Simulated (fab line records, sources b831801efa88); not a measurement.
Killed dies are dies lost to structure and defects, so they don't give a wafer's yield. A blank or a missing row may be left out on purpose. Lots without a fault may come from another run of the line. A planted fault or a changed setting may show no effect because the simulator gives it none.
Which tool did it? | flow sky130 | 14 lots, 41 wafers sampled, at 4 steps of a route of 708

WHAT THE GAUGES READ, wafer by wafer
SKY_VT_ADJUST_HVTR_OVL_MEAS_08.
lot  | measured     | on         | VT_ADJUST_HVTR_OVL (nm)
L173 | day 10 15:25 | overlay-01 | 0.8 -1.5 0.8
L172 | day 10 16:22 | overlay-01 | -0.2 -1.0 0.9
L175 | day 11 09:49 | overlay-02 | 2.8 1.5 2.4
L174 | day 11 12:28 | overlay-01 | 1.8 1.9 1.9
L177 | day 12 01:17 | overlay-02 | -1.4 1.2
L185 | day 13 12:22 | overlay-01 | 1.9 -1.5 -0.8
L186 | day 13 23:38 | overlay-01 | -2.2 0.9 -0.3
L189 | day 14 23:20 | overlay-01 | -2.8 -1.1 -0.5
L190 | day 15 04:37 | overlay-01 | 1.0 1.6 2.1
L191 | day 15 09:13 | overlay-02 | 0.4 -1.1 0.1
L192 | day 15 11:55 | overlay-01 | 1.5 1.5 2.6
L193 | day 15 21:58 | overlay-01 | -0.8 1.0 1.0
L194 | day 16 07:49 | overlay-02 | 0.4 -0.6 1.2
L195 | day 16 15:34 | overlay-01 | -1.1 1.3 -1.8

SKY_SONOS_TUNNEL_TW_MEAS_12.
lot  | measured     | on            | SONOS_TUNNEL_TW
L173 | day 12 15:04 | film_metro-01 | 199.7 200.9 199.6
L172 | day 12 15:20 | film_metro-02 | 198.3 198.3 198.1
L175 | day 13 12:09 | film_metro-01 | 198.6 198.8 198.5
L174 | day 13 14:24 | film_metro-04 | 198.9 197.3 197.5
L177 | day 14 05:01 | film_metro-01 | 199.9 198.9
L185 | day 15 19:13 | film_metro-02 | 197.5 197.0 196.8
L186 | day 16 06:18 | film_metro-02 | 197.7 198.2 198.6
L189 | day 17 08:14 | film_metro-02 | 197.7 196.3 197.7
L190 | day 17 13:41 | film_metro-04 | 199.0 199.3 199.3
L191 | day 17 18:26 | film_metro-01 | 198.7 198.1 200.0
L192 | day 17 21:48 | film_metro-01 | 200.2 199.9 199.2
L193 | day 18 07:25 | film_metro-02 | 197.7 198.0 198.6
L194 | day 18 17:13 | film_metro-02 | 198.3 197.7 197.2
L195 | day 19 02:11 | film_metro-02 | 196.3 197.8 197.2

WHICH TOOL RAN EACH LOT (tool, then ch and the chambers of the sampled wafers, then the start)
lot  | SKY_VT_ADJUST_NCORE_STRIP_10         | SKY_SONOS_TUNNEL_SOFTBAKE_03
L173 | plasma_asher-02 ch 0,1, day 9 16:55  | litho_track-04 ch 0, day 12 03:06
L172 | plasma_asher-01 ch 0,1, day 9 18:10  | litho_track-01 ch 0, day 12 03:48
L175 | plasma_asher-01 ch 0,1, day 10 10:40 | litho_track-01 ch 0, day 12 23:02
L174 | plasma_asher-03 ch 0,1, day 10 13:57 | litho_track-01 ch 0, day 13 01:39
L177 | plasma_asher-03 ch 0, day 11 02:23   | litho_track-01 ch 0, day 13 15:05
L185 | plasma_asher-01 ch 0,1, day 12 10:59 | litho_track-02 ch 0, day 15 04:21
L186 | plasma_asher-01 ch 0,1, day 12 22:12 | litho_track-02 ch 0, day 15 16:26
L189 | plasma_asher-03 ch 0,1, day 13 20:44 | litho_track-04 ch 0, day 16 17:18
L190 | plasma_asher-02 ch 0,1, day 14 02:36 | litho_track-02 ch 0, day 16 23:15
L191 | plasma_asher-02 ch 0,1, day 14 06:45 | litho_track-04 ch 0, day 17 03:00
L192 | plasma_asher-02 ch 0,1, day 14 09:12 | litho_track-04 ch 0, day 17 06:04
L193 | plasma_asher-01 ch 0, day 14 18:39   | litho_track-01 ch 0, day 17 16:21
L194 | plasma_asher-03 ch 0,1, day 15 03:37 | litho_track-02 ch 0, day 18 03:21
L195 | plasma_asher-03 ch 0,1, day 15 11:37 | litho_track-01 ch 0, day 18 10:57
- SKY_VT_ADJUST_NCORE_STRIP_10: strips in O2/N2.
- SKY_SONOS_TUNNEL_SOFTBAKE_03: time 60 s.

WHAT THE TOOLS THEMSELVES READ (means of the sampled wafers that have a number; where no wafer has one, the mark that the record gives instead)
SKY_VT_ADJUST_NCORE_STRIP_10.
lot  | tool            | drypump_motor_current_A (A) | oes_product_au (a.u.) | strip_time_to_endpoint_s (s)
L173 | plasma_asher-02 | 5.5                         | 0.713                 | 14.13
L172 | plasma_asher-01 | 5.9                         | 0.719                 | 14.16
L175 | plasma_asher-01 | 5.9                         | 0.717                 | 14.17
L174 | plasma_asher-03 | 5.9                         | 0.717                 | 14.16
L177 | plasma_asher-03 | 6.1                         | 0.716                 | 14.27
L185 | plasma_asher-01 | 5.6                         | 0.716                 | 14.09
L186 | plasma_asher-01 | 5.9                         | 0.713                 | 14.20
L189 | plasma_asher-03 | 5.8                         | 0.717                 | 14.13
L190 | plasma_asher-02 | 5.6                         | 0.716                 | 14.14
L191 | plasma_asher-02 | 5.5                         | 0.714                 | 14.19
L192 | plasma_asher-02 | 5.1                         | 0.715                 | 14.24
L193 | plasma_asher-01 | 5.3                         | 0.718                 | 14.16
L194 | plasma_asher-03 | 5.8                         | 0.717                 | 14.14
L195 | plasma_asher-03 | 5.8                         | 0.712                 | 14.19

SKY_SONOS_TUNNEL_SOFTBAKE_03.
lot  | tool           | run_length_s (s)
L173 | litho_track-04 | 89.14
L172 | litho_track-01 | 89.12
L175 | litho_track-01 | 89.04
L174 | litho_track-01 | 91.00
L177 | litho_track-01 | 92.08
L185 | litho_track-02 | 89.08
L186 | litho_track-02 | 89.03
L189 | litho_track-04 | 88.99
L190 | litho_track-02 | 89.09
L191 | litho_track-04 | 89.12
L192 | litho_track-04 | 89.08
L193 | litho_track-01 | 89.13
L194 | litho_track-02 | 89.09
L195 | litho_track-01 | 89.14

THE ANSWER, worked out from the rows above alone
Rule: what is usual is taken from the lots themselves. Put in order of their means at a reading, lots are off if they are a third of the lots or fewer, leave a main group of 4 or more, and stand apart from it by a gap of 3 or more times the standard deviation of the main group's means; of several such gaps the widest counts. A main group whose means are all the same, to the digits that the tables above print for the reading, isn't used. A lot without any number at a reading at which 4 lots or more have one is off too. The other lots that the step has rows for count as sound. The gauges are gone through in route order, then the tools' own readings, and for those a lot's mean is taken as printed above. The first step at which some lot is off is used, and at that step the reading that is off furthest; a lot without a number counts as furthest.
Off: L174, L177, at SKY_SONOS_TUNNEL_SOFTBAKE_03 (run_length_s). The main group: mean 89.09 s, standard deviation 0.045.
A tool fits if, at that step or a process step before it, it ran every lot that is off, and no sound lot after the first of them. None of those tried fits.

WHAT THE SIMULATOR HAD PUT IN
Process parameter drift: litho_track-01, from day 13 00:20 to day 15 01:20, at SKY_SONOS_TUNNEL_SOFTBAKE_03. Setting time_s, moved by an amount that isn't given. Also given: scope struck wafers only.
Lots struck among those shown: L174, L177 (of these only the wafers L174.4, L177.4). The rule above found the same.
